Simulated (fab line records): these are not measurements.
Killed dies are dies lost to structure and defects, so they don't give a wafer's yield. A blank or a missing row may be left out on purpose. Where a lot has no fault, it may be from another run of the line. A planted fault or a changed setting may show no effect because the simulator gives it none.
fab line records    flow gf180mcu
record: lots: 15  wafers: 43  last_day: 34
route steps=602 shown V3@443 V4@498 MIM@503
lots untouched by any fault: they come from a run of this same line in which no faults occurred
start_h: the number of hours between the record's first day and the start of the first shown wafer of the lot    wait_h: hours elapsed since this lot's preceding step    " unchanged from the row above    L1.1+2: a row that stands for several wafers    - no value, or no start was given    * or withheld: withheld    < > ~ a bound
route shown NAME@n: NAME is a module with steps in the file, n the number in the route of the first one    usual: mean/standard deviation taken from wafers without a fault    same: alike in all rows    chamber/n: place in a boat    sites: each site's reading    _std_site: the standard deviation of these    _edge_site: inner sites' mean taken away from outer sites' mean    radius_mm: how far each site lies from the wafer's centre    mask NAME#n: copy n    behind: the last tool/chamber to shape the wafer    hold: why the lot went on hold/how many hours it stayed there/how the hold came to an end    device: names the non-switching transistor (n, p or np)    end of line: the route-end tests of the same wafers    where a step has no rows: the recipe by itself    killed: not the wafer's yield, but the dies lost to structure and defects at the first sort    map: the dies of a wafer, with x for killed, . for not killed, _ for no die there
set.NAME: the setting that was run; set.NAME@STEP: the one run at that earlier step    model.NAME: the simulator's own value behind a step, which no gauge read
steps of the route over a sample of lots; a table a step, a row a wafer
services: the hour from which a tool's chamber was out of use, counted from the record's first day as start_h (under 0 if before that day), plus the number of hours and why
== steps ==
step: GF_V3_CD_MEAS_14
recipe: target_cd_nm: 260
usual: cd_nm: 260.1/1.2
lot.wafer  tool       chamber  start_h  wait_h  cd_nm
L381.3     cd_sem-01  -        513.15   0.1     261.1
L381.4     "          -        "        "       260.6
L381.5     "          -        "        "       261.8
L383.2     cd_sem-02  -        529.49   0.1     261.1
L383.5     "          -        "        "       259.6
L383.6     "          -        "        "       261.0
L384.1     cd_sem-02  -        541.06   0.1     260.9
L384.5     "          -        "        "       261.3
L384.6     "          -        "        "       260.9
L385.3     cd_sem-01  -        547.95   0.1     259.8
L389.3     cd_sem-02  -        584.20   0.1     261.1
L389.4     "          -        "        "       261.3
L389.6     "          -        "        "       261.6
L390.1     cd_sem-01  -        585.61   0.1     259.0
L390.2     "          -        "        "       259.8
L390.5     "          -        "        "       260.2
L391.3     cd_sem-02  -        598.65   0.1     260.6
L391.5     "          -        "        "       259.4
L391.6     "          -        "        "       259.7
L393.2     cd_sem-01  -        612.18   0.1     259.8
L393.4     "          -        "        "       259.6
L393.5     "          -        "        "       260.5
L394.1     cd_sem-01  -        619.86   0.1     259.9
L394.3     "          -        "        "       260.6
L394.6     "          -        "        "       260.3
L395.1     cd_sem-01  -        628.76   0.1     259.7
L395.3     "          -        "        "       259.9
L395.6     "          -        "        "       259.6
L398.1     cd_sem-02  -        650.21   0.1     258.9
L398.5     "          -        "        "       260.0
L398.6     "          -        "        "       259.9
L401.2     cd_sem-02  -        665.68   0.1     261.1
L401.3     "          -        "        "       260.2
L401.4     "          -        "        "       261.0
L402.1     cd_sem-02  -        671.61   0.1     261.2
L402.4     "          -        "        "       259.8
L402.5     "          -        "        "       259.8
L403.3     cd_sem-02  -        682.76   0.1     259.0
L403.4     "          -        "        "       259.7
L403.6     "          -        "        "       260.1
L404.2     cd_sem-02  -        689.43   0.1     261.4
L404.3     "          -        "        "       261.9
L404.6     "          -        "        "       261.5
step: GF_V4_SPUTTER_22
recipe: material: TiN  target_thk_nm: 10  chamber_pressure_pa: 5  power_w: 4000  time_s: 40
usual: cathode_dc_power_W: 4000.1/0.75  chamber_pressure_pa: 5.001/0.0098  throttle_valve_pct: 29.9/1.2
lot.wafer  tool            chamber  start_h  wait_h  cathode_dc_power_W  chamber_pressure_pa  throttle_valve_pct
L381.3     pvd_sputter-04  -        562.91   0.0     3998.7              5.010                29.4
L381.4     "               -        "        "       3999.3              5.002                31.7
L381.5     "               -        "        "       4000.2              5.020                31.5
L383.2     pvd_sputter-04  -        575.40   0.0     3999.8              5.008                31.7
L383.5     "               -        "        "       3999.8              4.982                30.3
L383.6     "               -        "        "       4000.0              4.992                29.6
L384.1     pvd_sputter-01  -        588.74   0.0     3999.6              4.989                30.6
L384.5     "               -        "        "       4000.1              5.007                27.8
L384.6     "               -        "        "       4000.5              5.009                28.4
L385.3     pvd_sputter-01  -        595.09   0.0     3998.9              5.002                28.1
L389.3     pvd_sputter-04  -        630.17   0.0     3999.1              5.012                30.6
L389.4     "               -        "        "       4000.8              5.004                29.8
L389.6     "               -        "        "       3999.4              5.001                29.7
L390.1     pvd_sputter-03  -        631.46   0.0     3999.5              5.004                30.4
L390.2     "               -        "        "       4001.4              4.990                30.1
L390.5     "               -        "        "       4000.2              5.014                30.4
L391.3     pvd_sputter-01  -        643.90   0.0     3999.9              4.993                28.1
L391.5     "               -        "        "       3999.6              4.997                28.1
L391.6     "               -        "        "       4000.6              4.986                27.9
L393.2     pvd_sputter-01  -        657.62   0.0     3999.8              5.011                28.2
L393.4     "               -        "        "       4001.2              4.994                29.5
L393.5     "               -        "        "       3999.6              5.008                30.5
L394.1     pvd_sputter-03  -        664.45   0.0     4000.5              5.001                30.3
L394.3     "               -        "        "       3999.1              4.996                30.3
L394.6     "               -        "        "       4000.8              4.998                29.6
L395.1     pvd_sputter-01  -        672.25   0.0     4002.3              5.004                28.2
L395.3     "               -        "        "       4000.3              4.989                29.8
L395.6     "               -        "        "       4000.2              5.004                29.6
L398.1     pvd_sputter-04  -        690.67   0.0     3998.6              4.983                30.7
L398.5     "               -        "        "       3999.5              4.993                31.3
L398.6     "               -        "        "       4002.3              5.009                29.9
L401.2     pvd_sputter-01  -        706.99   0.0     3998.8              5.003                29.5
L401.3     "               -        "        "       4000.3              4.999                28.1
L401.4     "               -        "        "       4000.3              4.986                30.4
L402.1     pvd_sputter-04  -        712.71   0.0     4000.4              4.998                29.8
L402.4     "               -        "        "       4000.2              4.995                30.5
L402.5     "               -        "        "       3999.9              5.008                31.4
L403.3     pvd_sputter-01  -        723.35   0.0     3999.1              5.002                30.6
L403.4     "               -        "        "       3999.4              5.002                28.4
L403.6     "               -        "        "       3998.7              4.999                28.1
L404.2     pvd_sputter-04  -        729.49   0.0     3999.9              4.989                31.6
L404.3     "               -        "        "       3999.9              5.005                29.6
L404.6     "               -        "        "       4001.0              5.002                29.4
step: GF_MIM_SPUTTER_00
recipe: material: Ti  target_thk_nm: 37.5  arriving_ion_energy_ev: 80  substrate_temp_c: 200  chamber_pressure_pa: 2  power_w: 4000  time_s: 150
usual: cathode_dc_power_W: 3999.9/0.65  chamber_pressure_pa: 2.000/0.0041  substrate_temp_c: 200.01/0.16  throttle_valve_pct: 30.2/1.5
lot.wafer  tool            chamber  start_h  wait_h  cathode_dc_power_W  chamber_pressure_pa  substrate_temp_c  throttle_valve_pct
L381.3     pvd_sputter-02  -        563.54   0.1     3999.7              2.000                199.66            30.6
L381.4     "               -        "        "       4000.2              2.013                200.02            31.3
L381.5     "               -        "        "       4001.3              1.998                199.97            31.3
L383.2     pvd_sputter-02  -        576.13   0.2     3999.9              1.995                200.05            31.3
L383.5     "               -        "        "       4000.3              2.005                200.08            27.0
L383.6     "               -        "        "       4000.5              2.004                200.13            30.5
L384.1     pvd_sputter-04  -        589.38   0.2     3999.2              2.003                199.93            30.5
L384.5     "               -        "        "       4000.6              1.998                199.75            31.7
L384.6     "               -        "        "       4000.3              2.001                200.09            29.5
L385.3     pvd_sputter-04  -        595.72   0.2     4000.0              1.993                200.39            31.9
L389.3     pvd_sputter-04  -        630.86   0.1     4000.4              2.003                200.04            29.8
L389.4     "               -        "        "       4000.4              2.002                200.13            31.7
L389.6     "               -        "        "       3999.8              1.999                199.79            29.6
L390.1     pvd_sputter-04  -        632.09   0.1     3999.8              2.005                199.81            31.9
L390.2     "               -        "        "       3999.8              2.000                200.14            30.5
L390.5     "               -        "        "       3998.9              2.005                199.91            31.7
L391.3     pvd_sputter-02  -        644.53   0.1     3999.8              1.997                199.82            31.3
L391.5     "               -        "        "       3999.6              2.003                199.89            27.1
L391.6     "               -        "        "       4000.0              1.996                200.01            31.2
L393.2     pvd_sputter-02  -        658.25   0.1     4000.8              2.003                199.99            27.0
L393.4     "               -        "        "       3999.0              2.002                200.10            30.7
L393.5     "               -        "        "       3999.9              2.002                200.07            30.6
L394.1     pvd_sputter-02  -        665.13   0.1     4001.8              2.002                199.79            30.7
L394.3     "               -        "        "       3998.9              2.007                199.98            31.3
L394.6     "               -        "        "       3999.7              2.001                200.04            26.8
L395.1     pvd_sputter-04  -        672.88   0.1     3999.7              1.999                200.01            31.6
L395.3     "               -        "        "       4001.8              2.003                200.27            30.4
L395.6     "               -        "        "       4000.2              2.004                200.27            30.6
L398.1     pvd_sputter-01  -        691.30   0.2     4000.2              2.011                200.05            29.7
L398.5     "               -        "        "       3999.8              2.005                199.80            30.7
L398.6     "               -        "        "       4000.0              2.004                199.72            28.5
L401.2     pvd_sputter-04  -        707.62   0.1     4000.7              1.991                200.17            29.6
L401.3     "               -        "        "       4000.1              2.000                200.24            31.5
L401.4     "               -        "        "       4000.0              2.006                200.02            31.5
L402.1     pvd_sputter-01  -        713.34   0.2     3999.6              1.998                200.14            30.6
L402.4     "               -        "        "       4000.2              2.003                200.03            28.1
L402.5     "               -        "        "       3999.8              2.002                200.27            28.5
L403.3     pvd_sputter-02  -        723.98   0.1     3999.4              1.993                199.93            30.8
L403.4     "               -        "        "       3999.7              2.004                200.00            27.0
L403.6     "               -        "        "       4001.0              1.996                200.26            31.2
L404.2     pvd_sputter-01  -        730.12   0.2     3999.8              2.004                200.06            28.0
L404.3     "               -        "        "       3999.9              1.997                200.24            29.9
L404.6     "               -        "        "       3998.9              1.994                200.17            29.8
step: GF_MIM_SPUTTER_03
recipe: material: Ti  target_thk_nm: 10  substrate_temp_c: 300  chamber_pressure_pa: 0.3  power_w: 3000  time_s: 6.7
usual: cathode_dc_power_W: 2999.9/0.58  chamber_pressure_pa: 0.3000/0.00058  substrate_temp_c: 300.04/0.21  throttle_valve_pct: 30.2/1.5
lot.wafer  tool            chamber  start_h  wait_h  cathode_dc_power_W  chamber_pressure_pa  substrate_temp_c  throttle_valve_pct
L381.3     pvd_sputter-02  -        563.70   0.0     2999.3              0.2999               300.51            30.6
L381.4     "               -        "        "       3000.2              0.2992               299.84            31.3
L381.5     "               -        "        "       2999.6              0.3004               299.97            31.3
L383.2     pvd_sputter-02  -        576.29   0.0     -                   -                    -                 -
L383.5     "               -        "        "       -                   -                    -                 -
L383.6     "               -        "        "       -                   -                    -                 -
L384.1     pvd_sputter-04  -        589.54   0.0     -                   -                    -                 -
L384.5     "               -        "        "       -                   -                    -                 -
L384.6     "               -        "        "       -                   -                    -                 -
L385.3     pvd_sputter-04  -        595.88   0.0     -                   -                    -                 -
L389.3     pvd_sputter-04  -        631.03   0.0     2999.7              0.2999               300.03            29.8
L389.4     "               -        "        "       2999.4              0.2998               300.03            31.6
L389.6     "               -        "        "       3000.5              0.2998               300.34            29.8
L390.1     pvd_sputter-04  -        632.25   0.0     3000.5              0.2995               300.32            31.7
L390.2     "               -        "        "       2999.7              0.2995               300.24            30.3
L390.5     "               -        "        "       3000.2              0.2993               299.82            31.8
L391.3     pvd_sputter-02  -        644.69   0.0     2999.3              0.3007               300.46            31.2
L391.5     "               -        "        "       2999.4              0.3004               299.86            26.9
L391.6     "               -        "        "       2999.7              0.3002               300.37            31.4
L393.2     pvd_sputter-02  -        658.41   0.0     2999.0              0.3005               300.04            27.0
L393.4     "               -        "        "       3000.9              0.3003               299.70            30.7
L393.5     "               -        "        "       3000.4              0.3005               299.95            30.9
L394.1     pvd_sputter-02  -        665.29   0.0     2999.9              0.2994               299.57            30.5
L394.3     "               -        "        "       3000.1              0.3006               300.10            31.4
L394.6     "               -        "        "       3000.4              0.2996               299.91            26.8
L395.1     pvd_sputter-04  -        673.04   0.0     3000.1              0.3004               300.12            31.4
L395.3     "               -        "        "       3000.4              0.2996               300.36            30.4
L395.6     "               -        "        "       3000.2              0.2997               300.19            30.3
L398.1     pvd_sputter-01  -        691.46   0.0     2998.9              0.3001               299.63            29.7
L398.5     "               -        "        "       2999.7              0.2999               300.31            30.4
L398.6     "               -        "        "       2999.4              0.3009               299.73            28.3
L401.2     pvd_sputter-04  -        707.78   0.0     3000.4              0.3006               299.81            29.6
L401.3     "               -        "        "       3000.0              0.3000               299.91            31.7
L401.4     "               -        "        "       3000.6              0.2994               300.08            31.8
L402.1     pvd_sputter-01  -        713.50   0.0     2999.6              0.3002               300.10            30.7
L402.4     "               -        "        "       2999.9              0.3002               299.89            28.1
L402.5     "               -        "        "       2999.9              0.3002               300.21            28.2
L403.3     pvd_sputter-02  -        724.14   0.0     2999.4              0.2994               300.02            30.6
L403.4     "               -        "        "       3000.1              0.2998               299.76            27.0
L403.6     "               -        "        "       2999.0              0.3005               300.00            31.2
L404.2     pvd_sputter-01  -        730.28   0.0     2999.8              0.3015               299.68            28.1
L404.3     "               -        "        "       2999.3              0.3003               300.18            30.0
L404.6     "               -        "        "       3000.3              0.2999               300.14            29.6
== services ==
tool            chamber  start_h  hours  kind
pvd_sputter-04  -        541.07   0.5    repair
pvd_sputter-01  -        589.97   2.3    repair
pvd_sputter-01  -        623.24   3.1    repair
pvd_sputter-01  -        638.43   4.1    repair
pvd_sputter-04  -        656.80   3.9    repair
pvd_sputter-01  -        663.85   4.7    repair
pvd_sputter-04  -        681.88   2.1    repair
== key ==
first_sign: step: GF_MIM_SPUTTER_03  reading: tool_record  direction: missing
effect none on later readings
met_at GF_MIM_SPUTTER_03
struck_lots L383,L384,L385
sort_left_out L385.3
not_acting_at GF_V3_CD_MEAS_14,GF_V4_SPUTTER_22,GF_MIM_SPUTTER_00
onset_between 563.70 576.29
fault: kind: skipped_step_whole  tool: pvd_sputter-02,pvd_sputter-04  chamber: -  onset_h: 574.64  steps: GF_MIM_SPUTTER_03  scope: struck_lots_only
sort_left_out: the simulated sort isn't trusted on such a fault, so these wafers' sort isn't shown, and their yield isn't known
